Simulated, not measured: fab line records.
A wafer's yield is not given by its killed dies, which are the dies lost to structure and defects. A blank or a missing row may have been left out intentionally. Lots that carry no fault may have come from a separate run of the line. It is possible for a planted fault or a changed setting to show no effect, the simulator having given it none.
Which tool did it? :: flow gf180mcu :: 12 lots with 36 wafers sampled at 4 steps, on a route of 602 steps

== WHAT EACH GAUGE READ, for each wafer ==
GF_M5_OVL_MEAS_08.
lot: L735
measured: day 26 11:28
on: overlay-01
M5_OVL (nm): 0 -4 3

lot: L736
measured: day 26 18:38
on: overlay-02
M5_OVL (nm): 2 -4 1

lot: L737
measured: day 27 07:13
on: overlay-02
M5_OVL (nm): -5 -4 -6

lot: L740
measured: day 28 12:37
on: overlay-01
M5_OVL (nm): 2 -1 -2

lot: L742
measured: day 28 19:37
on: overlay-01
M5_OVL (nm): -7 -7 -7

lot: L743
measured: day 28 21:53
on: overlay-01
M5_OVL (nm): 6 3 -2

lot: L744
measured: day 29 12:01
on: overlay-02
M5_OVL (nm): -4 2 -1

lot: L748
measured: day 30 07:13
on: overlay-01
M5_OVL (nm): -3 -8 -2

lot: L753
measured: day 31 20:48
on: overlay-02
M5_OVL (nm): 3 8 1

lot: L755
measured: day 32 06:34
on: overlay-01
M5_OVL (nm): -9 -2 -8

lot: L756
measured: day 32 14:25
on: overlay-01
M5_OVL (nm): -1 3 -2

lot: L757
measured: day 32 19:35
on: overlay-01
M5_OVL (nm): 3 4 5

GF_V5_BOW_MEAS_05.
lot: L735
measured: day 26 12:49
on: filmMetro-01
V5_BOW (um): 149 142 136

lot: L736
measured: day 26 19:56
on: filmMetro-01
V5_BOW (um): 129 131 124

lot: L737
measured: day 27 08:45
on: filmMetro-02
V5_BOW (um): 150 148 143

lot: L740
measured: day 28 13:54
on: filmMetro-02
V5_BOW (um): 132 141 138

lot: L742
measured: day 28 20:54
on: filmMetro-02
V5_BOW (um): 126 133 135

lot: L743
measured: day 28 23:14
on: filmMetro-04
V5_BOW (um): 137 146 146

lot: L744
measured: day 29 13:18
on: filmMetro-02
V5_BOW (um): 120 122 121

lot: L748
measured: day 30 08:33
on: filmMetro-02
V5_BOW (um): 141 134 137

lot: L753
measured: day 31 22:07
on: filmMetro-02
V5_BOW (um): 143 143 147

lot: L755
measured: day 32 07:52
on: filmMetro-04
V5_BOW (um): 129 112 128

lot: L756
measured: day 32 15:52
on: filmMetro-01
V5_BOW (um): 141 151 140

lot: L757
measured: day 32 21:07
on: filmMetro-04
V5_BOW (um): 124 120 127

== EACH LOT AND THE TOOL THAT RAN IT (in order: tool; ch and the chambers of the sampled wafers; start) ==
lot: L735
GF_M5_ETCH_09: rieDiel-03 ch 2,3, day 26 11:29
GF_M5_METAL_ETCH_10: rieMetal-04 ch 0,1, day 26 11:31

lot: L736
GF_M5_ETCH_09: rieDiel-04 ch 0,1,3, day 26 18:40
GF_M5_METAL_ETCH_10: rieMetal-01 ch 0,1, day 26 18:42

lot: L737
GF_M5_ETCH_09: rieDiel-03 ch 0,3, day 27 07:14
GF_M5_METAL_ETCH_10: rieMetal-01 ch 1, day 27 07:19

lot: L740
GF_M5_ETCH_09: rieDiel-02 ch 0,2,3, day 28 12:38
GF_M5_METAL_ETCH_10: rieMetal-04 ch 0,1, day 28 12:40

lot: L742
GF_M5_ETCH_09: rieDiel-04 ch 0,1,3, day 28 19:38
GF_M5_METAL_ETCH_10: rieMetal-04 ch 0,1, day 28 19:40

lot: L743
GF_M5_ETCH_09: rieDiel-04 ch 0,1,3, day 28 21:54
GF_M5_METAL_ETCH_10: rieMetal-03 ch 0,1, day 28 21:58

lot: L744
GF_M5_ETCH_09: rieDiel-04 ch 0,3, day 29 12:02
GF_M5_METAL_ETCH_10: rieMetal-04 ch 0,1, day 29 12:04

lot: L748
GF_M5_ETCH_09: rieDiel-04 ch 2,3, day 30 07:14
GF_M5_METAL_ETCH_10: rieMetal-01 ch 0,1, day 30 07:16

lot: L753
GF_M5_ETCH_09: rieDiel-02 ch 2,3, day 31 20:50
GF_M5_METAL_ETCH_10: rieMetal-01 ch 0,1, day 31 20:53

lot: L755
GF_M5_ETCH_09: rieDiel-02 ch 0,3, day 32 06:35
GF_M5_METAL_ETCH_10: rieMetal-04 ch 0,1, day 32 06:37

lot: L756
GF_M5_ETCH_09: rieDiel-02 ch 2,3, day 32 14:27
GF_M5_METAL_ETCH_10: rieMetal-01 ch 1, day 32 14:31

lot: L757
GF_M5_ETCH_09: rieDiel-03 ch 1,2,3, day 32 19:37
GF_M5_METAL_ETCH_10: rieMetal-03 ch 0,1, day 32 19:38
- GF_M5_ETCH_09: etches Si3N4 in CF4/O2, target depth 52 nm, time 11.6 s.
- GF_M5_METAL_ETCH_10: etches the open film in Cl2/BCl3, stops on SiO2, target depth 750.8 nm, time 125.1 s.

== AS READ BY THE TOOLS THEMSELVES (means over the sampled wafers that have a number; for cases with no such wafer, the mark the record gives instead) ==
GF_M5_ETCH_09.
lot: L735
tool: rieDiel-03
biasW (W): 150.4
chamberPressureMTorr (mTorr): 149.95
drypumpMotorCurrentA (A): 5.7
oesProductAu (a.u.): 0.980
throttleValvePct (%): 5.973

lot: L736
tool: rieDiel-04
biasW (W): 149.8
chamberPressureMTorr (mTorr): 149.94
drypumpMotorCurrentA (A): 5.8
oesProductAu (a.u.): 0.997
throttleValvePct (%): 5.971

lot: L737
tool: rieDiel-03
biasW (W): 149.8
chamberPressureMTorr (mTorr): 150.00
drypumpMotorCurrentA (A): 5.8
oesProductAu (a.u.): 0.993
throttleValvePct (%): 5.967

lot: L740
tool: rieDiel-02
biasW (W): 149.9
chamberPressureMTorr (mTorr): 149.99
drypumpMotorCurrentA (A): 5.4
oesProductAu (a.u.): 0.989
throttleValvePct (%): 5.973

lot: L742
tool: rieDiel-04
biasW (W): 149.9
chamberPressureMTorr (mTorr): 149.95
drypumpMotorCurrentA (A): 5.8
oesProductAu (a.u.): 0.998
throttleValvePct (%): 5.973

lot: L743
tool: rieDiel-04
biasW (W): 158.8
chamberPressureMTorr (mTorr): 149.99
drypumpMotorCurrentA (A): 5.8
oesProductAu (a.u.): 1.010
throttleValvePct (%): 5.974

lot: L744
tool: rieDiel-04
biasW (W): 159.9
chamberPressureMTorr (mTorr): 149.97
drypumpMotorCurrentA (A): 5.9
oesProductAu (a.u.): 1.018
throttleValvePct (%): 5.982

lot: L748
tool: rieDiel-04
biasW (W): 160.1
chamberPressureMTorr (mTorr): 150.00
drypumpMotorCurrentA (A): 6.1
oesProductAu (a.u.): 1.016
throttleValvePct (%): 5.984

lot: L753
tool: rieDiel-02
biasW (W): 150.0
chamberPressureMTorr (mTorr): 149.89
drypumpMotorCurrentA (A): 5.7
oesProductAu (a.u.): 0.985
throttleValvePct (%): 5.961

lot: L755
tool: rieDiel-02
biasW (W): 150.4
chamberPressureMTorr (mTorr): 150.12
drypumpMotorCurrentA (A): 5.7
oesProductAu (a.u.): 0.984
throttleValvePct (%): 5.962

lot: L756
tool: rieDiel-02
biasW (W): 150.0
chamberPressureMTorr (mTorr): 149.93
drypumpMotorCurrentA (A): 5.4
oesProductAu (a.u.): 0.979
throttleValvePct (%): 5.965

lot: L757
tool: rieDiel-03
biasW (W): 150.2
chamberPressureMTorr (mTorr): 150.04
drypumpMotorCurrentA (A): 6.1
oesProductAu (a.u.): 0.991
throttleValvePct (%): 5.977

GF_M5_METAL_ETCH_10.
lot: L735
tool: rieMetal-04
biasW (W): 140.1
chamberPressureMTorr (mTorr): 8.013
drypumpMotorCurrentA (A): 6.4
oesProductAu (a.u.): 0.993
throttleValvePct (%): 28.232

lot: L736
tool: rieMetal-01
biasW (W): 139.2
chamberPressureMTorr (mTorr): 8.001
drypumpMotorCurrentA (A): 5.6
oesProductAu (a.u.): 0.992
throttleValvePct (%): 28.214

lot: L737
tool: rieMetal-01
biasW (W): 140.2
chamberPressureMTorr (mTorr): 8.004
drypumpMotorCurrentA (A): 5.8
oesProductAu (a.u.): 0.991
throttleValvePct (%): 28.230

lot: L740
tool: rieMetal-04
biasW (W): 139.7
chamberPressureMTorr (mTorr): 8.001
drypumpMotorCurrentA (A): 6.5
oesProductAu (a.u.): 0.991
throttleValvePct (%): 28.236

lot: L742
tool: rieMetal-04
biasW (W): 139.8
chamberPressureMTorr (mTorr): 7.999
drypumpMotorCurrentA (A): 6.4
oesProductAu (a.u.): 0.982
throttleValvePct (%): 28.238

lot: L743
tool: rieMetal-03
biasW (W): 140.0
chamberPressureMTorr (mTorr): 7.999
drypumpMotorCurrentA (A): 5.8
oesProductAu (a.u.): 0.990
throttleValvePct (%): 28.232

lot: L744
tool: rieMetal-04
biasW (W): 139.7
chamberPressureMTorr (mTorr): 7.996
drypumpMotorCurrentA (A): 6.5
oesProductAu (a.u.): 0.991
throttleValvePct (%): 28.222

lot: L748
tool: rieMetal-01
biasW (W): 140.2
chamberPressureMTorr (mTorr): 7.997
drypumpMotorCurrentA (A): 5.6
oesProductAu (a.u.): 0.992
throttleValvePct (%): 28.222

lot: L753
tool: rieMetal-01
biasW (W): 139.8
chamberPressureMTorr (mTorr): 8.004
drypumpMotorCurrentA (A): 5.5
oesProductAu (a.u.): 0.989
throttleValvePct (%): 28.238

lot: L755
tool: rieMetal-04
biasW (W): 139.8
chamberPressureMTorr (mTorr): 8.008
drypumpMotorCurrentA (A): 6.4
oesProductAu (a.u.): 0.993
throttleValvePct (%): 28.232

lot: L756
tool: rieMetal-01
biasW (W): 140.1
chamberPressureMTorr (mTorr): 8.013
drypumpMotorCurrentA (A): 5.8
oesProductAu (a.u.): 0.991
throttleValvePct (%): 28.230

lot: L757
tool: rieMetal-03
biasW (W): 139.7
chamberPressureMTorr (mTorr): 8.002
drypumpMotorCurrentA (A): 5.9
oesProductAu (a.u.): 0.987
throttleValvePct (%): 28.226

== THE ANSWER, worked out from the rows above alone ==
Rule: usual is defined by the lots themselves. The widest of any qualifying gaps counts: lots, ordered by their means at a reading, are off when they make up no more than a third of the lots, leave a main group of 4 or more, and stand apart from it by 3 or more times the standard deviation of that group's means. A main group is skipped when, at the precision printed for the reading in the tables above, its means are all equal. Also off: a lot with no number at a reading for which 4 or more lots have one. All remaining lots with rows at the step are treated as sound. Order of review: gauges by route order, followed by the tools' own readings, for which a lot's mean as printed above is used. At the first step where some lot is off, the reading lying furthest off is the one used; lots without a number count as furthest.
Off: L743, L744, L748, at GF_M5_ETCH_09 (biasW). Mean 150.0 W and standard deviation 0.22 in the main group.
If a tool, at that step or one of the process steps before it, ran each lot that is off and ran no sound lot following the first of them, it fits. One candidate fits, namely rieDiel-04 at GF_M5_ETCH_09. A fault onset in the window from L742 (day 28 19:38, its last sound lot) to L743 (day 28 21:54, its first lot off) fits.
The tool's own readings at GF_M5_ETCH_09 bear it out: on the lots that are off they differ by more than 5 times the standard deviation of the sound lots' means. biasW reads 159.6 W there against 150.0 W on the sound lots.

== WHAT THE SIMULATOR HAD PUT IN ==
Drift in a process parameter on rieDiel-04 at GF_M5_ETCH_09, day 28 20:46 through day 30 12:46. A move of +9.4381 in setting biasW, from 150. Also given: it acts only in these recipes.
Shown lots that were struck: L743, L744, L748. Same finding as the rule above.
